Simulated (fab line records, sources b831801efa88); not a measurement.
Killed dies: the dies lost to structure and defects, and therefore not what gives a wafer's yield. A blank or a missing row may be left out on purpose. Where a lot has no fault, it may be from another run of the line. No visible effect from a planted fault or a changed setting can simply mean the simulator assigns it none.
A lot that was struck, set against a sound lot + flow gf180mcu + 16 out of 602 route steps
Sound: wafers L457.4, L457.5, L457.6. Wafers L456.1, L456.5, L456.6 were the ones struck. The cause is given at the end.
Each step with rows lists, per side, the tool, then ch with its chambers, then its first start. Under that, the readings that differ: sound wafers + struck wafers + difference of the means + sigmas: that difference in standard deviations of wafers without a fault.
alike: words and numbers the same on both sides, and readings whose means are apart by under 2 such deviations; not compared: readings that were withheld, readings missing a value for some wafer, numbers with overlapping values and no deviation given by the record, and bounds like >300 which may hide the same value.
The two part at a step that has a row with sigmas, a row that says differs or no value, or rows on one side only. When numbers do not overlap yet have no deviation, they are printed without sigmas and do not part them. A reading that every wafer of one side lacks parts them only if that side has two wafers or more.

first, 1 step without rows for these wafers: GF_HV_LDD_IMPLANT_09.
GF_HV_LDD_STRIP_10: strips in O2/N2.
  sound on plasmaAsher-02 ch 0,1, day 16 11:16; struck on plasmaAsher-02 ch 0,1, day 15 18:38
  alike: drypumpMotorCurrentA, heaterPowerW, oesProductAu, stripTimeToEndpointS
  not compared: rfHoursCounterH
GF_HV_LDD_TW_MEAS_11:
  struck on filmMetro-04, day 15 18:44; sound on filmMetro-01, day 16 11:22
  alike: HV_LDD_TW
then, 7 steps without rows for these wafers: GF_HV_LDD_DEHYDRATE_12 (time 60 s); GF_HV_LDD_HMDS_13 (prime time 60 s); GF_HV_LDD_COAT_14 (resist thk 1000 nm); GF_HV_LDD_SOFTBAKE_15 (time 60 s); GF_HV_LDD_EXPOSE_16 (exposes mask Pplus LV AREA, target cd 400 nm); GF_HV_LDD_PEB_17; GF_HV_LDD_DEVELOP_18 (develop time 60 s).
GF_HV_LDD_CD_MEAS_19: the cd target is 400 nm.
  struck on cdSem-02, day 16 16:40; sound on cdSem-02, day 17 10:11
  alike: cdNm
GF_HV_LDD_OVL_MEAS_20:
  struck on overlay-01, day 16 16:47; sound on overlay-01, day 17 10:16
  alike: HV_LDD_01_OVL
GF_HV_LDD_IMPLANT_21:
  sound on implanter-03 ch 0, day 17 10:21; struck on implanter-02, day 16 16:50
  no value came back on the struck wafers for beamEnergyKeV, beamOnS (s), implantIonAmu; on the sound wafers beamEnergyKeV reads 25.006 25.002 25.000
GF_HV_LDD_STRIP_22: strips in O2/N2.
  sound on plasmaAsher-04 ch 0,1, day 17 10:28; struck on plasmaAsher-02 ch 0,1, day 16 16:59
  alike: drypumpMotorCurrentA, heaterPowerW, oesProductAu, stripTimeToEndpointS
  not compared: rfHoursCounterH
GF_HV_LDD_TW_MEAS_23:
  struck on filmMetro-01, day 16 17:05; sound on filmMetro-01, day 17 10:34
| reading     | sound          | struck   | difference | sigmas      |
|-------------|----------------|----------|------------|-------------|
| HV_LDD_2_TW | 1040 1040 1044 | 30 30 30 | -1011      | -99 or more |
then, 1 step without rows for these wafers: GF_HV_LDD_DEHYDRATE_24 (time 60 s).

WHERE THEY PART
Last at GF_HV_LDD_TW_MEAS_23 as far as this record goes, first at GF_HV_LDD_IMPLANT_21.

WHY: whatever the simulator had introduced
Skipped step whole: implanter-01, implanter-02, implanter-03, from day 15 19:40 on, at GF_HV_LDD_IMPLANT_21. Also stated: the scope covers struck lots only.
